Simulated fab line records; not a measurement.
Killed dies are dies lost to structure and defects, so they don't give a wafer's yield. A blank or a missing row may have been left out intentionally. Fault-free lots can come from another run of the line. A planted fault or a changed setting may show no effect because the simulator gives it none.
8D (eight disciplines) problem report, filled in by code + flow gf180mcu + the parts of the form that need people (team, actions taken, sign-off) are left out

1. PROBLEM STATEMENT
bias w at GF_M5_ETCH_09 reads a mean of 159.6 W on 9 wafers of 3 lots; wafers without a fault read 150.1 W with a standard deviation of 0.42. Relative to the usual mean, that is a shift of +23 standard deviations.
The step: etches Si3N4 in CF4/O2, target depth 52 nm, time 11.6 s.
First observed at day 28 21:54: wafer L743.3, on rie diel-04. At this step, 36 wafers from 12 lots have a number in the record. By rule, "out" or "out of limits" means more than 4 standard deviations away from the usual mean. Any other wafer with a number is counted as sound.

2. WHAT IT IS, WHAT IT ISN'T
| question                    | is                     | is not                                                                                 |
|-----------------------------|------------------------|----------------------------------------------------------------------------------------|
| which readings at this step | bias w                 | chamber pressure mTorr, drypump motor current A                                        |
| which lots                  | L743, L744, L748       | L735, L736, L737, L740, L742, L753, L755, L756, L757                                   |
| which wafers of those lots  | all that have a number | -                                                                                      |
| read on which tools         | rie diel-04            | rie diel-02, rie diel-03                                                               |
| when                        | from day 28 21:54      | up to then (15 sound wafers); but 12 sound wafers of L753, L755, L756, L757 came after |

3. SUSPECTS, AND WHAT RULES EACH OUT
Counting: a tool at a process step up to the reading stays a suspect if it ran every lot that is out and no sound lot after the first of them.
- rie diel-04 at GF_M5_ETCH_09 (etches Si3N4 in CF4/O2, target depth 52 nm, time 11.6 s): kept. It processed each lot that is out, first L743 at day 28 21:54, and no sound lot thereafter; up to then, the last sound lot it processed was L742 at day 28 19:38. On those wafers its own readings are out: bias w.
Remaining after the count: rie diel-04 at GF_M5_ETCH_09.

4. THE CAUSE (what the simulator had put in)
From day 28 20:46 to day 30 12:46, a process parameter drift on rie diel-04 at GF_M5_ETCH_09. The setting bias w was moved by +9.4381, starting from 150. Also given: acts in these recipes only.
Counting left only this tool.

5. THE EFFECT CHAIN, in route order
Each row: a reading where the mean over the struck wafers with a number is more than 3 standard deviations away from the usual. Readings are gone through only where the record gives a usual standard deviation; hours: the median, over the lots, of the time from a lot's start at the first step in this table giving one to that lot's start at this step; sigmas: the change measured in usual standard deviations.
| hours | step          | reading | usual   | on struck wafers | change | sigmas |
|-------|---------------|---------|---------|------------------|--------|--------|
| 0     | GF_M5_ETCH_09 | bias w  | 150.1 W | 159.6            | +9.5   | +23    |
Process steps it contains:
- GF_M5_ETCH_09: etches Si3N4 in CF4/O2, target depth 52 nm, time 11.6 s.
Later measuring or inspecting steps at which every struck wafer that the step has a row for has a number for every such reading, and none has moved that far: GF_V5_BOW_MEAS_05.

6. WHAT WOULD HAVE CAUGHT IT SOONER
In this record the first reading out of limits was taken at day 28 21:54, 1 hour after the fault began at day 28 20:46.
